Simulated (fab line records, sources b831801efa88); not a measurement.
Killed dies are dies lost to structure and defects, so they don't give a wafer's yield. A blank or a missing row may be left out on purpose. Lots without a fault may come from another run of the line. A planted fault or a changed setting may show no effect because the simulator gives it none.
Which tool did it? | flow gf180mcu | 15 lots, 45 wafers sampled, at 2 steps of a route of 602

WHAT THE GAUGES READ, wafer by wafer
GF_VT_IMPLANT_OVL_MEAS_29. Usual: VT_IMPLANT_02_OVL -0.8 nm, standard deviation 1.2.
lot  | measured     | on         | VT_IMPLANT_02_OVL (nm) | flag
L485 | day 6 20:33  | overlay-01 | -0.8 -2.9 -1.5         |
L487 | day 7 12:28  | overlay-01 | 0.1 -2.2 -2.8          |
L488 | day 7 16:24  | overlay-01 | -0.1 -0.6 -1.9         |
L490 | day 8 05:51  | overlay-02 | -1.1 1.8 -1.1          |
L491 | day 8 13:18  | overlay-02 | -1.0 -2.1 0.3          |
L492 | day 8 18:01  | overlay-01 | -0.5 0.3 0.1           |
L494 | day 9 10:10  | overlay-02 | -1.4 -0.2 -1.9         |
L495 | day 9 15:22  | overlay-01 | -3.2 -1.8 -1.2         |
L496 | day 9 23:52  | overlay-02 | 0.6 2.0 1.6            |
L497 | day 10 03:54 | overlay-01 | 0.1 0.6 -0.3           |
L498 | day 10 10:40 | overlay-01 | -2.2 -0.4 -0.3         |
L504 | day 12 03:39 | overlay-01 | 0.6 -1.1 -1.2          |
L505 | day 12 11:51 | overlay-02 | -1.9 -0.2 -0.7         |
L507 | day 12 22:03 | overlay-02 | -2.6 -2.7 -3.3         |
L508 | day 13 03:22 | overlay-01 | 0.8 -0.4 1.0           |

GF_POLY_GATE_CD_MEAS_10: target cd 280 nm. Usual: cd_nm 279.9 nm, standard deviation 1.1.
lot  | measured     | on        | cd_nm (nm)        | flag
L485 | day 9 04:26  | cd_sem-01 | 281.4 281.7 282.8 |
L487 | day 9 20:51  | cd_sem-01 | 280.5 278.7 278.9 |
L488 | day 10 01:28 | cd_sem-02 | 281.0 279.9 280.5 |
L490 | day 10 15:15 | cd_sem-01 | 279.3 280.8 279.9 |
L491 | day 10 23:38 | cd_sem-02 | 280.8 281.5 280.6 |
L492 | day 11 05:17 | cd_sem-01 | 278.1 278.7 279.1 |
L494 | day 12 00:45 | cd_sem-02 | 280.3 278.5 279.8 |
L495 | day 12 07:45 | cd_sem-02 | 281.4 281.7 280.8 |
L496 | day 12 15:37 | cd_sem-02 | 278.6 278.5 279.3 |
L497 | day 12 17:52 | cd_sem-02 | 282.2 281.1 281.5 |
L498 | day 13 03:51 | cd_sem-02 | 281.0 281.4 280.4 |
L504 | day 15 08:01 | cd_sem-02 | 280.9 279.1 279.4 |
L505 | day 15 19:21 | cd_sem-01 | 277.2 278.5 276.8 |
L507 | day 16 01:28 | cd_sem-01 | 280.3 280.3 279.8 |
L508 | day 16 05:14 | cd_sem-01 | 278.7 279.4 280.0 |

WHICH TOOL RAN EACH LOT (tool, then ch and the chambers of the sampled wafers, then the start)
The record holds no process step before these readings.

WHAT THE TOOLS THEMSELVES READ (means of the sampled wafers that have a number; where no wafer has one, the mark that the record gives instead)
The record holds no such reading with a usual standard deviation.

THE ANSWER, worked out from the rows above alone
Rule: a lot is off if the mean of its wafers that have a number lies more than 3 standard deviations from the usual mean. A lot without any number at a reading at which 4 lots or more have one is off too. The other lots that the step has rows for count as sound. The gauges are gone through in route order, then the tools' own readings, and for those a lot's mean is taken as printed above. The first step at which some lot is off is used, and at that step the reading that is off furthest; a lot without a number counts as furthest.
No lot is off at any reading shown: from this, nothing can be told.

WHAT THE SIMULATOR HAD PUT IN
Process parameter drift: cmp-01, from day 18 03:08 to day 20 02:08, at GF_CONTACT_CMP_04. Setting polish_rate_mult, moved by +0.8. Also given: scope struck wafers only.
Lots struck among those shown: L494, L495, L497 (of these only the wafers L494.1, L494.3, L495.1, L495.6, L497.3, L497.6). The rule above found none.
